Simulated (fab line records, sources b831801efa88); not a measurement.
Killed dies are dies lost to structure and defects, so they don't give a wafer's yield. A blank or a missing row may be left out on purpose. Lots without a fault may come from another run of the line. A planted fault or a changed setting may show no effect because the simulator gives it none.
A struck lot beside a sound one | flow sky130 | 34 steps out of a route of 708
Sound: wafers L905.4, L905.5, L905.6. Struck: wafers L898.3, L898.5, L898.6. The cause comes at the end.
At each step with rows: each side's tool, then ch and its chambers, then its first start. Under that, the readings that differ: sound wafers | struck wafers | difference of the means | sigmas: that difference in standard deviations of wafers without a fault.
alike: readings whose means differ by less than 2 such deviations, and words and numbers that are the same on both sides. not compared: withheld readings, readings that some wafer has no value for, bounds like >300 that may hide the same value, and numbers for which the record gives no deviation and whose values overlap.
The two part at a step that has a row with sigmas, a row that says differs or no value, or rows on one side only. Numbers that don't overlap but have no deviation are shown without sigmas and don't part them. A reading that every wafer of one side lacks parts them only if that side has two wafers or more.

first, 7 steps without rows for these wafers: SKY_SONOS_TUNNEL_DEVELOP_06 (develop time 60 s); SKY_SONOS_TUNNEL_IMPLANT_09; SKY_SONOS_TUNNEL_WET_ETCH_10 (etches SiO2 in dHF, target depth 14 nm, time 280 s); SKY_SONOS_TUNNEL_STRIP_11 (strips in SPM, time 600 s); SKY_SONOS_TUNNEL_CLEAN_13 (cleans in dHF, time 20 s); SKY_SONOS_ONO_OXIDATION_00 (stabilise 600 s, purge 300 s, target thk 2.6 nm); SKY_SONOS_ONO_CVD_02 (deposits Si3N4 from DCS/NH3, target thk 10.5 nm, time 180 s).
SKY_SONOS_ONO_CVD_04: deposits SiO2 from SiH4/N2O, target thk 5.7199 nm.
  sound on lpcvd-03 ch 0, day 17 13:32; struck on lpcvd-03 ch 0, day 13 07:43
  reading                                    | sound             | struck           | difference | sigmas
  model.SiO2_of_SONOS_ONO_CVD_04.thk_nm (nm) | 5.533 5.547 5.574 | 8.57 8.513 8.574 | +3.00      |
  alike: spike_tc_lower_C, zone_power_bottom_pct
SKY_SONOS_ONO_THK_MEAS_05:
  sound on film_metro-02, day 17 14:49; struck on film_metro-04, day 13 09:37
  reading                   | sound          | struck         | difference | sigmas
  SONOS_ONO_CVD_04_THK (nm) | 5.47 5.52 5.60 | 8.61 8.44 8.62 | +3.03      | +25
then, 23 steps without rows for these wafers: SKY_SONOS_ONO_DEHYDRATE_06 (time 60 s); SKY_SONOS_ONO_HMDS_07 (prime time 60 s); SKY_SONOS_ONO_COAT_08 (resist thk 1140 nm); SKY_SONOS_ONO_SOFTBAKE_09 (time 60 s); SKY_SONOS_ONO_EXPOSE_10 (exposes mask ONOM, target cd 410 nm); SKY_SONOS_ONO_PEB_11; SKY_SONOS_ONO_DEVELOP_12 (develop time 60 s); SKY_SONOS_ONO_ETCH_15 (etches the open film in CHF3/O2, target depth 19.52 nm, time 7.8 s); SKY_SONOS_ONO_WET_ETCH_16 (etches SiO2 in dHF, target depth 14 nm, time 280 s); SKY_SONOS_ONO_STRIP_17 (strips in O2/N2); SKY_SONOS_ONO_WET_ETCH_18 (etches Si3N4 in H3PO4, target depth 15 nm, time 172 s); SKY_GATE_OXIDE_CLEAN_00 (cleans in SC1/SC2, time 150 s); SKY_GATE_OXIDE_OXIDATION_01 (stabilise 600 s, purge 300 s, target thk 10.268 nm); SKY_GATE_OXIDE_DEHYDRATE_03 (time 60 s); SKY_GATE_OXIDE_HMDS_04 (prime time 60 s); SKY_GATE_OXIDE_COAT_05 (resist thk 1140 nm); SKY_GATE_OXIDE_SOFTBAKE_06 (time 60 s); SKY_GATE_OXIDE_EXPOSE_07 (exposes mask LVOM, target cd 600 nm); SKY_GATE_OXIDE_PEB_08; SKY_GATE_OXIDE_DEVELOP_09 (develop time 60 s); SKY_GATE_OXIDE_IMPLANT_11; SKY_GATE_OXIDE_WET_ETCH_12 (etches SiO2 in dHF, target depth 16.8 nm, time 336 s); SKY_GATE_OXIDE_STRIP_13 (strips in O2/N2).
-- the record jumps here: 2 days lie between the struck wafers' starts before and after --
SKY_GATE_OXIDE_CLEAN_15: cleans in SC1/SC2, time 150 s.
  sound on wet_bench-03 ch 3, day 20 05:02; struck on wet_bench-04 ch 0, day 15 16:38
  reading                                    | sound             | struck           | difference | sigmas
  model.SiO2_of_SONOS_ONO_CVD_04.thk_nm (nm) | 4.025 4.037 4.065 | 7.068 7.01 7.078 | +3.010     |
SKY_PAD_OPEN_PROBE_99:
  the record has rows for the sound wafers here (prober-01, day 50 04:37) and none for the struck ones

WHERE THEY PART
First at SKY_SONOS_ONO_THK_MEAS_05; last, within this record, at SKY_PAD_OPEN_PROBE_99.

WHY: what the simulator had put in
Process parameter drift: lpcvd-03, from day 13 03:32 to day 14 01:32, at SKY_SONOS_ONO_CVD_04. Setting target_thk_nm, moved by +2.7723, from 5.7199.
